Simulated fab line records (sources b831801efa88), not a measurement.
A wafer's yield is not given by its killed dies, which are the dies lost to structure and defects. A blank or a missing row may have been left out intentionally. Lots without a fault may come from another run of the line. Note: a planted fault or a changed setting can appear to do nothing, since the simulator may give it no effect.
The tool behind it: which one? / flow sky130 / 33 wafers from 11 lots sampled at 4 of the route's 708 steps

## WHAT THE GAUGES SHOWED, per wafer
SKY_METAL1_OVL_MEAS_16.
lot=L753; measured=day 33 03:10; on=overlay-02; METAL1_OVL (nm)=7 14 10
lot=L754; measured=day 33 04:49; on=overlay-02; METAL1_OVL (nm)=1 4 -1
lot=L758; measured=day 35 06:08; on=overlay-02; METAL1_OVL (nm)=-4 4 -2
lot=L759; measured=day 35 08:35; on=overlay-01; METAL1_OVL (nm)=0 4 -1
lot=L760; measured=day 35 10:04; on=overlay-01; METAL1_OVL (nm)=9 20 5
lot=L762; measured=day 36 04:31; on=overlay-01; METAL1_OVL (nm)=5 5 11
lot=L768; measured=day 37 16:53; on=overlay-01; METAL1_OVL (nm)=8 6 2
lot=L770; measured=day 38 02:52; on=overlay-01; METAL1_OVL (nm)=-2 5 -2
lot=L773; measured=day 39 05:04; on=overlay-02; METAL1_OVL (nm)=-1 3 -3
lot=L775; measured=day 39 19:11; on=overlay-01; METAL1_OVL (nm)=-4 -5 1
lot=L776; measured=day 40 02:14; on=overlay-02; METAL1_OVL (nm)=0 -7 -2

SKY_VIA1_CD_MEAS_12 targets a cd of 150 nm.
lot=L753; measured=day 34 07:12; on=cdSem-01; cdNm (nm)=149.6 149.5 149.9
lot=L754; measured=day 34 09:25; on=cdSem-01; cdNm (nm)=151.4 149.6 149.8
lot=L758; measured=day 36 09:23; on=cdSem-02; cdNm (nm)=148.9 148.7 148.6
lot=L759; measured=day 36 12:40; on=cdSem-02; cdNm (nm)=152.9 150.4 152.8
lot=L760; measured=day 36 13:55; on=cdSem-02; cdNm (nm)=150.4 150.6 151.5
lot=L762; measured=day 37 07:44; on=cdSem-02; cdNm (nm)=147.8 149.1 149.2
lot=L768; measured=day 38 20:39; on=cdSem-01; cdNm (nm)=151.7 150.3 150.7
lot=L770; measured=day 39 06:09; on=cdSem-01; cdNm (nm)=149.7 150.9 151.1
lot=L773; measured=day 40 07:07; on=cdSem-02; cdNm (nm)=149.4 149.8 149.0
lot=L775; measured=day 40 20:50; on=cdSem-02; cdNm (nm)=151.9 151.9 150.3
lot=L776; measured=day 41 04:00; on=cdSem-02; cdNm (nm)=151.2 150.5 152.8

SKY_METAL2_THK_MEAS_06: measures by xrf.
lot=L753; measured=day 34 08:55; on=filmMetro-03; METAL2_ALCU_THK (nm)=242 243 248
lot=L754; measured=day 34 11:08; on=filmMetro-02; METAL2_ALCU_THK (nm)=253 252 252
lot=L758; measured=day 36 11:08; on=filmMetro-02; METAL2_ALCU_THK (nm)=249 248 247
lot=L759; measured=day 36 14:50; on=filmMetro-01; METAL2_ALCU_THK (nm)=242 251 244
lot=L760; measured=day 36 15:59; on=filmMetro-01; METAL2_ALCU_THK (nm)=247 245 243
lot=L762; measured=day 37 09:28; on=filmMetro-03; METAL2_ALCU_THK (nm)=241 244 238
lot=L768; measured=day 38 22:26; on=filmMetro-02; METAL2_ALCU_THK (nm)=267 242 274
lot=L770; measured=day 39 08:02; on=filmMetro-02; METAL2_ALCU_THK (nm)=273 247 275
lot=L773; measured=day 40 08:55; on=filmMetro-03; METAL2_ALCU_THK (nm)=242 242 251
lot=L775; measured=day 40 22:35; on=filmMetro-01; METAL2_ALCU_THK (nm)=247 247 245
lot=L776; measured=day 41 06:04; on=filmMetro-01; METAL2_ALCU_THK (nm)=243 250 250

## WHAT TOOL EACH LOT RAN ON (gives the tool, then ch and the chambers of the sampled wafers, and finally the start)
lot=L753; SKY_METAL2_SPUTTER_04=pvdSputter-01, day 34 08:44
lot=L754; SKY_METAL2_SPUTTER_04=pvdSputter-02, day 34 10:58
lot=L758; SKY_METAL2_SPUTTER_04=pvdSputter-03, day 36 10:56
lot=L759; SKY_METAL2_SPUTTER_04=pvdSputter-01, day 36 14:40
lot=L760; SKY_METAL2_SPUTTER_04=pvdSputter-02, day 36 15:48
lot=L762; SKY_METAL2_SPUTTER_04=pvdSputter-01, day 37 09:18
lot=L768; SKY_METAL2_SPUTTER_04=pvdSputter-01, day 38 22:15
lot=L770; SKY_METAL2_SPUTTER_04=pvdSputter-01, day 39 07:52
lot=L773; SKY_METAL2_SPUTTER_04=pvdSputter-02, day 40 08:45
lot=L775; SKY_METAL2_SPUTTER_04=pvdSputter-03, day 40 22:23
lot=L776; SKY_METAL2_SPUTTER_04=pvdSputter-03, day 41 05:54
- SKY_METAL2_SPUTTER_04: material TiN, target thk 70 nm, time 58.3 s.

## WHAT THE TOOLS THEMSELVES READ (means of the sampled wafers that have a number; where no wafer has one, the mark that the record gives instead)
SKY_METAL2_SPUTTER_04.
lot=L753; tool=pvdSputter-01; throttleValvePct (%)=29.7
lot=L754; tool=pvdSputter-02; throttleValvePct (%)=29.8
lot=L758; tool=pvdSputter-03; throttleValvePct (%)=29.1
lot=L759; tool=pvdSputter-01; throttleValvePct (%)=29.4
lot=L760; tool=pvdSputter-02; throttleValvePct (%)=29.3
lot=L762; tool=pvdSputter-01; throttleValvePct (%)=30.3
lot=L768; tool=pvdSputter-01; throttleValvePct (%)=30.1
lot=L770; tool=pvdSputter-01; throttleValvePct (%)=29.4
lot=L773; tool=pvdSputter-02; throttleValvePct (%)=29.7
lot=L775; tool=pvdSputter-03; throttleValvePct (%)=29.3
lot=L776; tool=pvdSputter-03; throttleValvePct (%)=29.4

## THE ANSWER, worked out from the rows above alone
Rule: the usual values come from the lots themselves. The widest of any qualifying gaps counts: lots, ordered by their means at a reading, are off when they make up no more than a third of the lots, leave a main group of 4 or more, and stand apart from it by 3 or more times the standard deviation of that group's means. A main group is skipped when, at the precision printed for the reading in the tables above, its means are all equal. A lot without any number at a reading at which 4 lots or more have one is off too. Any other lot the step has rows for is counted as sound. First the gauges in route order, then the tools' own readings, where a lot's mean is used as printed above. At the first step where some lot is off, the reading lying furthest off is the one used; lots without a number count as furthest.
Across all readings shown, no lot is off: no conclusion can be drawn from this.

## WHAT THE SIMULATOR HAD INSERTED
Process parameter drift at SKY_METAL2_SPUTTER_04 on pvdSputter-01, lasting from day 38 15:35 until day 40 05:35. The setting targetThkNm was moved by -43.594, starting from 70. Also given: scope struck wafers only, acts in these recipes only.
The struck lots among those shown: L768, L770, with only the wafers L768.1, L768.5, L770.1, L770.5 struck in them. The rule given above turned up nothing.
